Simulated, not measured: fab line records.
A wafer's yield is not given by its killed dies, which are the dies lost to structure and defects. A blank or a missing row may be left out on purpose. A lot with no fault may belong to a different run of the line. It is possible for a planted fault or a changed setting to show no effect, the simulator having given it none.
Comparing a struck lot with a sound one -- flow gf180mcu -- 19 steps out of a route of 602
Sound: the wafers L309.1, L309.3, L309.5. The struck wafers were L313.2, L313.4, L313.6. The cause is named last.
For every step that has rows: the tool of each side, followed by ch and its chambers, followed by its first start. Under that, the readings that differ: sound wafers -- struck wafers -- difference of the means -- sigmas: that difference in standard deviations of wafers without a fault.
alike: same words and numbers on both sides, and readings whose means sit less than 2 such deviations apart. not compared: any withheld reading, any reading some wafer has no value for, any bound like >300 that may hide the same value, and any number with overlapping values for which the record gives no deviation.
A row with sigmas, a row that says differs or no value, or rows on one side alone: a step with any of these is where the two part. Numbers that have no deviation but don't overlap get no sigmas and don't part them. A reading missing from all wafers of one side parts the sides only when that side holds two or more wafers.

GF_M2_STRIP_17: strips in O2/N2.
  sound on plasma asher-03 ch 0,1, day 22 19:50; struck on plasma asher-01 ch 0,1, day 24 09:22
  alike: drypump motor current A, heater power w, n2 flow sccm, oes product au, strip time to endpoint s
  not compared: rf hours counter h
then, 3 steps without rows for these wafers: GF_M2_STRIP_18 (strips in post etch residue remover, time 1200 s); GF_M2_CLEAN_19 (cleans in DIW); GF_V2_CVD_00 (deposits SiO2, target thk 600 nm, time 100 s).
GF_V2_THK_MEAS_01:
  sound on film metro-01 at day 22 20:51; struck on film metro-02 at day 24 09:58
  alike: V2_CVD_00_THK
GF_V2_CVD_02: deposits SiO2 from TEOS, target thk 850 nm, time 94.851 s.
  sound on pecvd-02 ch 0,1,2, day 22 20:55; struck on pecvd-01 ch 0,1,2, day 24 10:01
  alike: heater power w
GF_V2_THK_MEAS_03:
  sound on film metro-01 at day 22 20:59; struck on film metro-02 at day 24 10:06
  alike: V2_CVD_02_THK
GF_V2_CMP_04: polishes SiO2.
  sound on cmp-01 ch 0,3, day 22 21:02; struck on cmp-01 ch 0,1, day 24 10:09
  alike: edge zone pressure frac, motor current A, platen rpm, slurry filter dp kPa, time to endpoint s
GF_V2_BOW_MEAS_05:
  sound on film metro-01 at day 22 21:20; struck on film metro-02 at day 24 10:28
reading,sound,struck,difference,sigmas
V2_BOW (um),92 81 85,95 108 102,+16,+2
then, 3 steps without rows for these wafers: GF_V2_DEHYDRATE_06 (time 60 s); GF_V2_HMDS_07 (prime time 60 s); GF_V2_COAT_08.
GF_V2_COAT_09: resist thk 1000 nm.
  sound on litho track-04 ch 0, day 23 09:00; struck on litho track-04 ch 0, day 24 21:00
reading,sound,struck,difference,sigmas
model.KrF_of_V2_COAT_09.thk nm (nm),1006 1005 1006,1010 1010 1010,+4,
then, 3 steps without rows for these wafers: GF_V2_SOFTBAKE_10 (time 60 s); GF_V2_EXPOSE_11 (exposes mask Via2, target cd 260 nm); GF_V2_PEB_12 (peb time 90 s).
GF_V2_DEVELOP_13: develop time 60 s.
  sound on litho track-04 ch 0, day 23 20:37; struck on litho track-02 ch 0, day 25 07:34
reading,sound,struck,difference,sigmas
model.KrF_of_V2_COAT_09.thk nm (nm),991.9 990.7 992,996.6 996.4 996.4,+4.9,
GF_V2_CD_MEAS_14: target cd 260 nm.
  sound on cd sem-01 at day 23 20:46; struck on cd sem-02 at day 25 07:43
  alike: cd nm
then, 1 step without rows for these wafers: GF_PASSIVATION_PROBE_99.

## WHERE THEY PART
GF_V2_BOW_MEAS_05 only, going by this record. Later steps at which nothing parts them and some readings are alike: GF_V2_CD_MEAS_14.

WHY: the cause the simulator had injected
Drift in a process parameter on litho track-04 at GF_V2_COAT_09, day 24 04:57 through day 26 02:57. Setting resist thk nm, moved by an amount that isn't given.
